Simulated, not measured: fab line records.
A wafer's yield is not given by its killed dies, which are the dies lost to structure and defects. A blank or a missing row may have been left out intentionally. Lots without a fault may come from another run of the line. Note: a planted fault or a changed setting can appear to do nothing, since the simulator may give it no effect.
Problem report, 8D (eight disciplines) form, completed by code | flow gf180mcu | the parts of the form that need people (team, actions taken, sign-off) are left out

## 1. THE PROBLEM
Wafers free of any fault read 0.0699 ohm/sq (standard deviation 0.00073) for M2_ALCU_RS at GF_M2_RS_MEAS_05, against a mean of 0.0869 ohm/sq on 2 wafers of 2 lots. Measured from the usual mean, that is +23 standard deviations.
The step: measures by four-point-probe.
First observed at day 23 14:06: wafer L153.5, on film-metro-04. At this step, 30 wafers from 10 lots have a number in the record. Rule for "out", or "out of limits": more than 4 standard deviations from the usual mean. The rest of the wafers with a number are treated as sound.

## 2. WHAT IT IS, WHAT IT ISN'T
question                    | is                           | is not
which readings at this step | M2_ALCU_RS                   | -
which lots                  | L153, L154                   | L142, L143, L145, L147, L148, L152, L161, L162
which wafers of those lots  | L153.5, L154.5               | L153.2, L153.3, L154.2, L154.6
read on which gauges        | film-metro-03, film-metro-04 | -
when                        | from day 23 14:06            | up to then (20 sound wafers); but 8 sound wafers of L154, L161, L162 came after

## 3. WHAT RULES OUT EACH SUSPECT
Counting: if a tool at a process step up to the reading ran every lot that is out, it stays a suspect. Sound lots after the first of them don't rule it out here, since some wafers of a struck lot are sound.
- ruled out: the gauge at GF_M2_RS_MEAS_05. The wafers that are out were read on 2 gauges (film-metro-03, film-metro-04).
- pvd-sputter-04 at GF_M2_SPUTTER_02 (material AlCu, target thk 450 nm, time 23.9 s): kept. It processed each lot that is out (first: L153, day 23 13:59); up to then, its last sound lot is L148 (day 21 21:59).
After counting, what remains is pvd-sputter-04 at GF_M2_SPUTTER_02.

## 4. THE CAUSE (what the simulator had put in)
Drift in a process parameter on pvd-sputter-04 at GF_M2_SPUTTER_02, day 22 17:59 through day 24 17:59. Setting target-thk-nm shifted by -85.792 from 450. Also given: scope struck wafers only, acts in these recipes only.
Counting left only this tool.

## 5. SEQUENCE OF EFFECTS, ordered by route
One row per reading whose mean, taken over the struck wafers that have a number, lies over 3 standard deviations from the usual. Readings are gone through only where the record gives a usual standard deviation; hours: the median, over the lots, of the time from a lot's start at the first step in this table giving one to that lot's start at this step; sigmas: the change measured in usual standard deviations.
hours | step                | reading            | usual         | on struck wafers | change  | sigmas
0     | GF_M2_RS_MEAS_05    | M2_ALCU_RS         | 0.0699 ohm/sq | 0.0869           | +0.0170 | +23
5     | GF_M2_THK_MEAS_06   | M2_ALCU_THK        | 447 nm        | 360              | -86     | -15
22    | GF_M2_METAL_ETCH_16 | oes-product-au     | 0.970 a.u.    | 0.885            | -0.085  | -14
22    | GF_M2_METAL_ETCH_16 | throttle-valve-pct | 28.251 %      | 28.346           | +0.095  | +9.4
The process steps in it:
- GF_M2_METAL_ETCH_16: etches the open film in Cl2/BCl3, stops on SiO2, target depth 627.5 nm, time 104.6 s.
Later steps that measure or inspect, where all struck wafers having a row at the step show a number for every such reading and not one has moved that far: GF_M2_OVL_MEAS_15.

## 6. HOW IT WOULD HAVE BEEN CAUGHT EARLIER
The first out-of-limits reading at a measuring or inspecting step in this record came at day 23 14:06, 20 hours after the fault's start at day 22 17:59.
Tool readings at GF_M2_SPUTTER_02 with a usual standard deviation given in the record: none out on any struck wafer, hence no alarm at a limit of 4 standard deviations on them.
Of the lots that are out (2), L154 began GF_M2_SPUTTER_02 on pvd-sputter-04 after day 23 14:06. Holding the tool at that time would have saved it.
